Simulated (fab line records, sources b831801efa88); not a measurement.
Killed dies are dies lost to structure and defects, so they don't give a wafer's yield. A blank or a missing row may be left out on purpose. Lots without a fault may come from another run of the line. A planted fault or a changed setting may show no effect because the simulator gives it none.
A struck lot beside a sound one | flow sky130 | 15 steps out of a route of 708
Sound: wafers L975.1, L975.3, L975.4. Struck: wafers L990.2, L990.4, L990.5. The cause comes at the end.
At each step with rows: each side's tool, then ch and its chambers, then its first start. Under that, the readings that differ: sound wafers | struck wafers | difference of the means | sigmas: that difference in standard deviations of wafers without a fault.
alike: readings whose means differ by less than 2 such deviations, and words and numbers that are the same on both sides. not compared: withheld readings, readings that some wafer has no value for, bounds like >300 that may hide the same value, and numbers for which the record gives no deviation and whose values overlap.
The two part at a step that has a row with sigmas, a row that says differs or no value, or rows on one side only. Numbers that don't overlap but have no deviation are shown without sigmas and don't part them. A reading that every wafer of one side lacks parts them only if that side has two wafers or more.

first, 1 step without rows for these wafers: SKY_PWDE_IMPLANT_08.
SKY_PWDE_STRIP_09: strips in O2/N2.
  sound on plasma_asher-04 ch 0,1, day 5 17:39; struck on plasma_asher-04 ch 0,1, day 9 07:14
  alike: drypump_motor_current_A, oes_product_au, strip_time_to_endpoint_s
  not compared: rf_hours_counter_h
SKY_PWDE_TW_MEAS_10:
  sound on film_metro-01, day 5 17:45; struck on film_metro-01, day 9 07:20
  alike: PWDE_TW
then, 7 steps without rows for these wafers: SKY_NWELL_DEHYDRATE_03 (time 60 s); SKY_NWELL_HMDS_04 (prime time 60 s); SKY_NWELL_COAT_05 (resist thk 3000 nm); SKY_NWELL_SOFTBAKE_06; SKY_NWELL_EXPOSE_07 (exposes mask NWM, target cd 840 nm); SKY_NWELL_PEB_08; SKY_NWELL_DEVELOP_09 (develop time 60 s).
SKY_NWELL_OVL_MEAS_10:
  sound on overlay-01, day 6 12:28; struck on overlay-02, day 10 04:16
  reading           | sound          | struck      | difference | sigmas
  NWELL_00_OVL (nm) | -1.0 -1.3 -1.0 | 2.9 2.0 2.0 | +3.4       | +3
then, 1 step without rows for these wafers: SKY_NWELL_IMPLANT_11.
SKY_NWELL_IMPLANT_12:
  sound on implanter-01 ch 0, day 6 12:39; struck on implanter-02 ch 0, day 10 04:28
  reading                  | sound                | struck               | difference | sigmas
  beam_energy_keV          | 120.03 120.02 120.02 | 111.72 111.73 111.77 | -8.28      | -99 or more
  model.implant.rp_nm (nm) | 143.4 143.4 143.4    | 138.3 138.3 138.3    | -5.1       |
  alike: beam_on_s
then, 1 step without rows for these wafers: SKY_NWELL_IMPLANT_13.
-- the record jumps here: 41 days lie between the struck wafers' starts before and after (it left off in module NWELL and takes up again in module PAD_OPEN, whose first step shown is number 708 of the route) --
SKY_PAD_OPEN_PROBE_99:
  sound on prober-01, day 47 18:35; struck on prober-02, day 50 19:12
  reading                                   | sound                   | struck  | difference | sigmas
  model.etest.pfet_16v.vt_v (V)             | -1.11 -1.108 -1.109     | -1.151  | -0.042     |
  model.etest.pfet_g5v0d10v5.vt_v (V)       | -0.8539 -0.8416 -0.8294 | -0.8808 | -0.0392    |
  model.etest.pfet_g5v0d10v5.vt_long_v (V)  | -0.9419 -0.9406 -0.9419 | -0.9669 | -0.0254    |
  model.etest.pfet_01v8_lvt.vt_v (V)        | -0.5336 -0.5328 -0.5351 | -0.5725 | -0.0387    |
  model.etest.pfet_01v8_lvt.vt_long_v (V)   | -0.6542 -0.6544 -0.653  | -0.6843 | -0.0304    |
  model.etest.pfet_01v8_lvt.body_rise_v (V) | -0.2007 -0.2022 -0.2032 | -0.1994 | +0.0026    |
  alike: killed_at_M0_to_M3, killed_at_M4_up, killed_at_contacts, killed_at_front_end, killed_at_other, killed_dies, killed_open, killed_short

WHERE THEY PART
First at SKY_NWELL_OVL_MEAS_10; last, within this record, at SKY_NWELL_IMPLANT_12. Later steps at which nothing parts them and some readings are alike: SKY_PAD_OPEN_PROBE_99.

WHY: what the simulator had put in
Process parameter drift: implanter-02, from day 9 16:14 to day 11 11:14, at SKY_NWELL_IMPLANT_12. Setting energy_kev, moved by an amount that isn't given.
